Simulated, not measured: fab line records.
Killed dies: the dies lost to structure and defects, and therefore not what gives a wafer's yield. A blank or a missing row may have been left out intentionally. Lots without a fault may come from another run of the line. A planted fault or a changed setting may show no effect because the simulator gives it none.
Struck lot and sound lot, side by side || flow sky130 || 28 out of 708 route steps
Sound: the wafers L655.1, L655.2, L655.3. Wafers L670.1, L670.2, L670.6 were the ones struck. At the end, the cause is stated.
Each step with rows lists, per side, the tool, then ch with its chambers, then its first start. Under that, the readings that differ: sound wafers || struck wafers || difference of the means || sigmas: that difference in standard deviations of wafers without a fault.
alike: same words and numbers on both sides, and readings whose means sit less than 2 such deviations apart. not compared: any withheld reading, any reading some wafer has no value for, any bound like >300 that may hide the same value, and any number with overlapping values for which the record gives no deviation.
A row with sigmas, a row that says differs or no value, or rows on one side alone: a step with any of these is where the two part. When numbers do not overlap yet have no deviation, they are printed without sigmas and do not part them. A reading that every wafer of one side lacks parts them only if that side has two wafers or more.

first, 3 steps without rows for these wafers: SKY_VIA4_STRIP_14 (strips in post etch residue remover, time 1200 s); SKY_VIA4_CLEAN_15 (cleans in IPA, time 180 s); SKY_VIA4_CLEAN_16 (cleans in O3/DIW).
SKY_VIA4_SPUTTER_17: material TiN, target thk 20 nm, time 80 s.
  sound: pvd sputter-04 at day 44 21:43; struck: pvd sputter-02 at day 48 19:01
  alike: cathode dc power W, throttle valve pct
then, 1 step without rows for these wafers: SKY_VIA4_CVD_18 (deposits W, target thk 505 nm, time 152.14 s).
SKY_VIA4_RS_MEAS_19: measurement is done with a four-point probe.
  sound: film metro-04 at day 44 21:55; struck: film metro-04 at day 48 19:13
  alike: VIA4_W_RS
SKY_VIA4_THK_MEAS_20: measures by xrf.
  sound: film metro-04 at day 44 22:02; struck: film metro-04 at day 48 19:20
  alike: VIA4_W_THK
SKY_VIA4_CMP_21: polishes, stops on SiO2, t overpolish 25 s, target thk 0 nm.
  sound on cmp-02 ch 0,1,2, day 44 22:06; struck on cmp-02 ch 0,1,3, day 48 19:27
  alike: motor current A, overpolish run s, time to endpoint s
then, 4 steps without rows for these wafers: SKY_METAL5_SPUTTER_00 (material Ti, target thk 15 nm, time 10 s); SKY_METAL5_SPUTTER_01 (material TiN, target thk 20 nm, time 16.7 s); SKY_METAL5_SPUTTER_02 (material AlCu, target thk 1150 nm, time 61.2 s); SKY_METAL5_SPUTTER_03 (material Ti, target thk 5 nm, time 3.3 s).
SKY_METAL5_SPUTTER_04: material TiN, target thk 70 nm, time 58.3 s.
  sound: pvd sputter-04 at day 44 22:31; struck: pvd sputter-01 at day 48 19:49
{"reading": "cathode dc power W (W)", "sound": "6501.2 6498.2 6502.4", "struck": "7344.7 7345.0 7345.6", "difference": "+844.5", "sigmas": "+99 or more"}
{"reading": "model.TiN_of_METAL5_SPUTTER_04.thk nm (nm)", "sound": "71.19 71.52 71.23", "struck": "78.12 78.33 78.83", "difference": "+7.11", "sigmas": ""}
  alike: throttle valve pct
SKY_METAL5_RS_MEAS_05: measurement is done with a four-point probe.
  sound: film metro-04 at day 44 22:34; struck: film metro-04 at day 48 19:52
  alike: METAL5_ALCU_RS
SKY_METAL5_THK_MEAS_06: measures by xrf.
  sound: film metro-04 at day 44 22:41; struck: film metro-04 at day 48 19:59
{"reading": "METAL5_ALCU_THK (nm)", "sound": "1180 1171 1177", "struck": "1148 1140 1143", "difference": -32, "sigmas": -3}
then, 7 steps without rows for these wafers: SKY_METAL5_DEHYDRATE_07 (time 60 s); SKY_METAL5_HMDS_08 (prime time 60 s); SKY_METAL5_COAT_09 (resist thk 1800 nm); SKY_METAL5_SOFTBAKE_10 (time 60 s); SKY_METAL5_EXPOSE_11 (exposes mask MM5, target cd 1600 nm); SKY_METAL5_PEB_12; SKY_METAL5_DEVELOP_13 (develop time 60 s).
SKY_METAL5_DESCUM_14: chemistry O2, time 11 s.
  sound on rie metal-01 ch 0,1, day 45 19:26; struck on rie metal-02 ch 0,1, day 49 13:08
  alike: drypump motor current A, oes product au
  not compared: rf hours counter h
SKY_METAL5_METAL_ETCH_15: etches the open film in Cl2/BCl3, stops on SiO2, target depth 1260 nm, time 252 s.
  sound on rie metal-01 ch 0,1, day 45 19:28; struck on rie metal-02 ch 0,1, day 49 13:10
  alike: drypump motor current A, mfc cl2 sccm, oes product au, throttle valve pct
  not compared: rf hours counter h
SKY_METAL5_STRIP_16: strips in O2/N2.
  sound on plasma asher-01 ch 0,1, day 45 19:42; struck on plasma asher-03 ch 0,1, day 49 13:24
  alike: drypump motor current A, n2 flow sccm, oes product au, strip time to endpoint s
  not compared: rf hours counter h
SKY_METAL5_STRIP_17: strips in post etch residue remover, time 1200 s.
  sound on wet bench-01 ch 2, day 45 19:48; struck on wet bench-02 ch 2, day 49 13:30
{"reading": "model.TiN_of_METAL5_SPUTTER_04.thk nm (nm)", "sound": "70.78 71.11 70.82", "struck": "77.7 77.91 78.41", "difference": "+7.1", "sigmas": ""}
then, 2 steps without rows for these wafers: SKY_METAL5_CLEAN_18 (cleans in IPA, time 180 s); SKY_PAD_OPEN_PROBE_99.

## WHERE THEY PART
First at SKY_METAL5_SPUTTER_04; last, within this record, at SKY_METAL5_THK_MEAS_06. Later steps at which nothing parts them and some readings are alike: SKY_METAL5_DESCUM_14, SKY_METAL5_METAL_ETCH_15, SKY_METAL5_STRIP_16.

WHY: what the simulator had put in
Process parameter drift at SKY_METAL5_SPUTTER_04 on pvd sputter-01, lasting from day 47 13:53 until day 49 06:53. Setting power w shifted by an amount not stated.
